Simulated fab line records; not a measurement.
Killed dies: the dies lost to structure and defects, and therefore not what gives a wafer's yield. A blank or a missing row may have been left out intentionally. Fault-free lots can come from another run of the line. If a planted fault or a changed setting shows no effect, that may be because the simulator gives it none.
Which tool is to blame? ; flow sky130 ; 12 lots, 36 wafers sampled, at 1 step of a route of 708

== WHAT EACH GAUGE READ, for each wafer ==
SKY_FIELD_ISO_THK_MEAS_25.
lot;measured;on;FIELD_ISO_CVD_24_THK (nm)
L076;day 2 19:46;filmMetro-01;590 588 594
L077;day 3 02:01;filmMetro-04;599 599 602
L079;day 3 11:02;filmMetro-01;591 592 590
L081;day 3 20:07;filmMetro-04;586 590 589
L083;day 4 07:48;filmMetro-04;584 583 582
L085;day 4 14:46;filmMetro-03;594 595 591
L087;day 5 02:22;filmMetro-04;583 592 597
L089;day 5 14:37;filmMetro-01;591 609 603
L091;day 6 00:01;filmMetro-04;591 588 595
L093;day 6 09:38;filmMetro-01;595 586 597
L095;day 6 22:56;filmMetro-01;594 590 596
L097;day 7 05:32;filmMetro-03;590 596 596

== WHAT TOOL EACH LOT RAN ON (gives the tool, then ch and the chambers of the sampled wafers, and finally the start) ==
The record shows no process step preceding these readings.

== THE ANSWER, worked out from the rows above alone ==
Rule: usual is defined by the lots themselves. The widest of any qualifying gaps counts: lots, ordered by their means at a reading, are off when they make up no more than a third of the lots, leave a main group of 4 or more, and stand apart from it by 3 or more times the standard deviation of that group's means. If all means in a main group match to the digits the tables above print for the reading, that group is not used. Also off: a lot with no number at a reading for which 4 or more lots have one. The other lots that the step has rows for count as sound.
None of the lots is off at any reading shown; this tells nothing.

== WHAT THE SIMULATOR PUT IN ==
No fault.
